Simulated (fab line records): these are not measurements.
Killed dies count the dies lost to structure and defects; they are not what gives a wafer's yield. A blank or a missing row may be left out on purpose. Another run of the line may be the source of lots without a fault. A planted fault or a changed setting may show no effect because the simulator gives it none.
fab line records    flow gf180mcu    part 2 of 2: steps 29 to 39 of 39
record: lots: 5  wafers: 15  last-day: 34
route steps=602 shown VT_IMPLANT@126 MVSD@136 NWELL@137 LVPWELL@138 MVPSD@139 DUAL_GATE@141 POLY_GATE@157
lots that met no fault: taken from a fault-free run of the same line
start-h: hours from the record's first day to the start of the lot's first wafer shown    wait-h: hours since the lot's step before    " the same as in the row above    L1.1+2: one row covering several wafers at once    - either no value or no given start    * or withheld: withheld    < > ~ a bound
route shown NAME@n: a module of which the file shows steps, and the number in the route of the first    usual: mean/standard deviation of fault-free wafers    same: alike in all rows    chamber/n: place in a boat    sites: the reading at each site    _std_site: standard deviation of those values    _edge_site: mean of outer sites minus mean of inner sites    radius-mm: how far each site lies from the wafer's centre    mask NAME#n: copy n    behind: tool/chamber where the wafer was last shaped    hold: the reason the lot was held/the length of the hold in hours/how it ended    device: the n, p or np transistor that did not switch    end of line: tests run on the same wafers once the route is complete    a step without rows: its recipe alone    killed: the dies lost at the first sort to structure and to defects; this is not the yield of the wafer    map: dies across one wafer; x = killed, . = not, _ = none there
set.NAME: the setting that was run; set.NAME@STEP: the one run at that earlier step    model.NAME: the simulator's own value behind a step, which no gauge read
certain route steps with their lots: each step a table, each wafer a row
services: the hour from which a tool's chamber was out of use, counted from the record's first day as start-h (under 0 if before that day), plus the number of hours and why
== steps ==
step: GF_DUAL_GATE_STRIP_13
recipe: chemistry: O2/N2  power-w: 1400  pressure-mtorr: 1500  platen-temp-c: 250  o2-flow-sccm: 3000  n2-flow-sccm: 300  overash-fraction: 0.5
usual: drypump-motor-current-A: 5.8/0.38  heater-power-w: 343/19  oes-product-au: 0.716/0.0052  strip-time-to-endpoint-s: 12.65/0.035
lot.wafer  tool             chamber  start-h  wait-h  drypump-motor-current-A  heater-power-w  oes-product-au  rf-hours-counter-h  strip-time-to-endpoint-s
L083.1     plasma-asher-02  1        239.43   0.0     5.7                      359             0.713           13                  12.63
L083.2     "                0        "        "       6.3                      320             0.716           13                  12.61
L083.4     "                1        "        "       5.7                      341             0.719           -                   12.64
L087.3     plasma-asher-02  0        264.66   0.0     6.4                      333             0.714           -                   12.70
L087.5     "                0        "        "       6.4                      321             0.723           -                   12.68
L087.6     "                1        "        "       5.7                      340             0.724           -                   12.64
L089.3     plasma-asher-04  0        279.06   0.0     6.0                      357             0.709           -                   12.67
L089.4     "                1        "        "       5.2                      377             0.706           -                   12.66
L089.5     "                1        "        "       5.2                      365             0.708           -                   12.65
L092.2     plasma-asher-02  0        298.93   0.0     6.3                      319             0.724           19                  12.66
L092.3     "                0        "        "       6.3                      313             0.717           -                   12.67
L092.4     "                1        "        "       5.7                      345             0.714           -                   12.69
L095.2     plasma-asher-03  1        322.54   0.0     5.4                      339             0.707           48                  12.65
L095.3     "                1        "        "       5.4                      340             0.714           -                   12.61
L095.5     "                0        "        "       5.8                      325             0.717           -                   12.63
step: GF_DUAL_GATE_CLEAN_14
recipe: chemistry: SC1/SC2  mix: 1:4:20  temp-c: 70  time-s: 150  dry: n2-spin
lot.wafer   tool          chamber  start-h  wait-h
L083.1+2+4  wet-bench-04  1        239.53   0.1
L087.3+5+6  wet-bench-04  1        264.73   0.0
L089.3+4+5  wet-bench-03  2        279.13   0.0
L092.2+3+4  wet-bench-04  1        299.03   0.1
L095.2+3+5  wet-bench-03  2        322.64   0.1
step: GF_DUAL_GATE_OXIDATION_15
recipe: temp-c: 850  ambient: O2  stabilise-s: 600  purge-s: 300  target-thk-a: 70.98  ox-time-s: 1995
usual: zone-power-centre-pct: 16.5/0.47
lot.wafer  tool        chamber  start-h  wait-h  zone-power-centre-pct
L083.1     furnace-02  0        239.58   0.0     16.1
L083.2     "           0        "        "       15.9
L083.4     "           0        "        "       16.1
L087.3     furnace-02  0        264.78   0.0     16.1
L087.5     "           0        "        "       16.0
L087.6     "           0        "        "       15.8
L089.3     furnace-01  0        279.18   0.0     16.7
L089.4     "           0        "        "       16.9
L089.5     "           0        "        "       16.8
L092.2     furnace-01  0        299.08   0.0     16.9
L092.3     "           0        "        "       16.7
L092.4     "           0        "        "       17.0
L095.2     furnace-01  0        322.69   0.0     16.7
L095.3     "           0        "        "       17.0
L095.5     "           0        "        "       17.1
step: GF_POLY_GATE_CVD_00
recipe: material: poly-Si  target-thk-nm: 200  temp-c: 620  time-s: 1200  pressure-mtorr: 200
usual: zone-power-centre-pct: 9.3/0.3
lot.wafer  tool      chamber  start-h  wait-h  zone-power-centre-pct
L083.1     lpcvd-01  1        241.13   0.0     8.9
L083.2     "         1        "        "       9.2
L083.4     "         1        "        "       9.1
L087.3     lpcvd-01  0        266.34   0.0     8.9
L087.5     "         0        "        "       8.9
L087.6     "         0        "        "       9.0
L089.3     lpcvd-01  0        280.74   0.0     8.9
L089.4     "         0        "        "       9.0
L089.5     "         0        "        "       8.9
L092.2     lpcvd-02  1        300.63   0.0     9.4
L092.3     "         1        "        "       9.6
L092.4     "         1        "        "       9.5
L095.2     lpcvd-02  0        324.24   0.0     9.6
L095.3     "         0        "        "       9.6
L095.5     "         0        "        "       9.8
step: GF_POLY_GATE_THK_MEAS_01
recipe: reads: poly-Si_of_POLY_GATE_CVD_00
usual: POLY_GATE_CVD_00_THK: 200.2/1.8
lot.wafer  tool           chamber  start-h  wait-h  POLY_GATE_CVD_00_THK[nm]
L083.1     film-metro-03  -        242.47   0.0     200.6
L083.2     "              -        "        "       199.4
L083.4     "              -        "        "       199.0
L087.3     film-metro-04  -        267.69   0.0     199.2
L087.5     "              -        "        "       201.6
L087.6     "              -        "        "       199.8
L089.3     film-metro-02  -        282.09   0.0     202.3
L089.4     "              -        "        "       200.5
L089.5     "              -        "        "       201.4
L092.2     film-metro-03  -        301.98   0.0     200.2
L092.3     "              -        "        "       201.0
L092.4     "              -        "        "       200.1
L095.2     film-metro-03  -        325.59   0.0     200.4
L095.3     "              -        "        "       200.7
L095.5     "              -        "        "       200.0
step: GF_POLY_GATE_DEHYDRATE_02
recipe: temp-c: 200  time-s: 60
usual: exhaust-pa: 44.9/0.99
lot.wafer  tool            chamber  start-h  wait-h  exhaust-pa
L083.1     litho-track-04  0        250.96   8.5     45.7
L083.2     "               0        "        "       44.7
L083.4     "               0        "        "       46.4
L087.3     litho-track-02  0        277.01   9.3     46.1
L087.5     "               0        "        "       45.1
L087.6     "               0        "        "       45.9
L089.3     litho-track-02  0        291.31   9.2     44.6
L089.4     "               0        "        "       46.2
L089.5     "               0        "        "       44.4
L092.2     litho-track-02  0        311.99   10.0    45.1
L092.3     "               0        "        "       45.2
L092.4     "               0        "        "       44.8
L095.2     litho-track-03  0        335.94   10.3    44.1
L095.3     "               0        "        "       44.1
L095.5     "               0        "        "       43.2
step: GF_POLY_GATE_HMDS_03
recipe: prime-time-s: 60  prime-temp-c: 120
usual: exhaust-pa: 44.9/0.84
lot.wafer  tool            chamber  start-h  wait-h  exhaust-pa
L083.1     litho-track-04  0        251.11   0.1     45.6
L083.2     "               0        "        "       45.1
L083.4     "               0        "        "       46.1
L087.3     litho-track-02  0        277.16   0.1     44.0
L087.5     "               0        "        "       45.7
L087.6     "               0        "        "       45.2
L089.3     litho-track-02  0        291.46   0.1     46.3
L089.4     "               0        "        "       44.2
L089.5     "               0        "        "       45.5
L092.2     litho-track-02  0        312.14   0.1     44.2
L092.3     "               0        "        "       45.6
L092.4     "               0        "        "       44.8
L095.2     litho-track-03  0        336.09   0.1     43.6
L095.3     "               0        "        "       45.1
L095.5     "               0        "        "       43.9
step: GF_POLY_GATE_COAT_04
recipe: resist: BARC  temp-c: withheld  time-s: withheld  spin-rpm: withheld  resist-thk-nm: withheld
usual: exhaust-pa: 45.2/0.8
lot.wafer  tool            chamber  start-h  wait-h  exhaust-pa
L083.1     litho-track-04  0        251.26   0.1     45.0
L083.2     "               0        "        "       44.7
L083.4     "               0        "        "       45.5
L087.3     litho-track-02  0        277.31   0.1     46.1
L087.5     "               0        "        "       46.0
L087.6     "               0        "        "       45.6
L089.3     litho-track-02  0        291.61   0.1     45.3
L089.4     "               0        "        "       44.4
L089.5     "               0        "        "       43.9
L092.2     litho-track-02  0        312.29   0.1     46.9
L092.3     "               0        "        "       44.7
L092.4     "               0        "        "       45.8
L095.2     litho-track-03  0        336.24   0.1     45.0
L095.3     "               0        "        "       44.7
L095.5     "               0        "        "       44.4
step: GF_POLY_GATE_COAT_05
recipe: resist: KrF  spin-rpm: withheld  resist-thk-nm: 700
usual: exhaust-pa: 44.9/0.92
lot.wafer  tool            chamber  start-h  wait-h  exhaust-pa
L083.1     litho-track-04  0        -        -       44.2
L083.2     "               0        "        "       44.8
L083.4     "               0        "        "       44.5
L087.3     litho-track-02  0        -        -       44.6
L087.5     "               0        "        "       45.3
L087.6     "               0        "        "       45.2
L089.3     litho-track-02  0        -        -       46.3
L089.4     "               0        "        "       45.3
L089.5     "               0        "        "       45.9
L092.2     litho-track-02  0        -        -       44.9
L092.3     "               0        "        "       45.1
L092.4     "               0        "        "       45.0
L095.2     litho-track-03  0        -        -       44.2
L095.3     "               0        "        "       45.0
L095.5     "               0        "        "       44.3
step: GF_POLY_GATE_SOFTBAKE_06
recipe: temp-c: 130  time-s: 60  resist: KrF
usual: exhaust-pa: 45.2/0.81
lot.wafer  tool            chamber  start-h  wait-h  exhaust-pa
L083.1     litho-track-04  0        -        -       45.4
L083.2     "               0        "        "       45.3
L083.4     "               0        "        "       44.1
L087.3     litho-track-02  0        -        -       45.2
L087.5     "               0        "        "       44.4
L087.6     "               0        "        "       44.7
L089.3     litho-track-02  0        -        -       44.7
L089.4     "               0        "        "       45.5
L089.5     "               0        "        "       44.2
L092.2     litho-track-02  0        -        -       43.8
L092.3     "               0        "        "       44.5
L092.4     "               0        "        "       45.6
L095.2     litho-track-03  0        -        -       43.3
L095.3     "               0        "        "       44.8
L095.5     "               0        "        "       44.3
step: GF_POLY_GATE_EXPOSE_07
recipe: mask-id: Poly2  target-cd-nm: 280  na: 0.68  source-shape: conventional  sigma-outer: 0.6  dose-mj: 28
lot.wafer   tool            chamber  start-h  wait-h  mask
L083.1+2+4  krf-scanner-02  0        -        -       Poly2#0
L087.3+5+6  krf-scanner-02  0        -        -       Poly2#0
L089.3+4+5  krf-scanner-02  0        -        -       Poly2#0
L092.2+3+4  krf-scanner-01  0        -        -       Poly2#0
L095.2+3+5  krf-scanner-02  0        -        -       Poly2#0
== services ==
tool              chamber  start-h  hours  kind
krf-scanner-02    -        192.42   1.0    pm
plasma-asher-01   -        196.14   2.8    pm
krf-scanner-01    -        200.64   0.8    repair
krf-scanner-02    -        209.27   0.8    pm
krf-scanner-01    -        215.71   3.6    pm
krf-scanner-02    -        221.45   1.1    repair
plasma-asher-03   -        221.98   9.4    repair
krf-scanner-01    -        222.67   1.0    pm
plasma-asher-03   -        235.42   4.3    pm
krf-scanner-01    -        244.89   1.3    pm
furnace-01        -        246.54   3.6    pm
implanter-02      -        253.49   1.3    repair
krf-scanner-02    -        269.58   1.3    pm
implanter-02      -        292.20   1.3    repair
plasma-asher-01   -        292.42   4.5    repair
implanter-01      -        297.58   2.0    repair
iline-stepper-02  -        310.04   1.7    pm
implanter-01      -        320.07   1.5    repair
implanter-02      -        322.64   4.3    pm
furnace-02        -        324.26   3.3    pm
krf-scanner-02    -        327.84   0.6    repair
furnace-01        -        328.01   3.7    pm
implanter-02      -        331.95   2.1    repair
furnace-02        -        332.27   3.8    pm
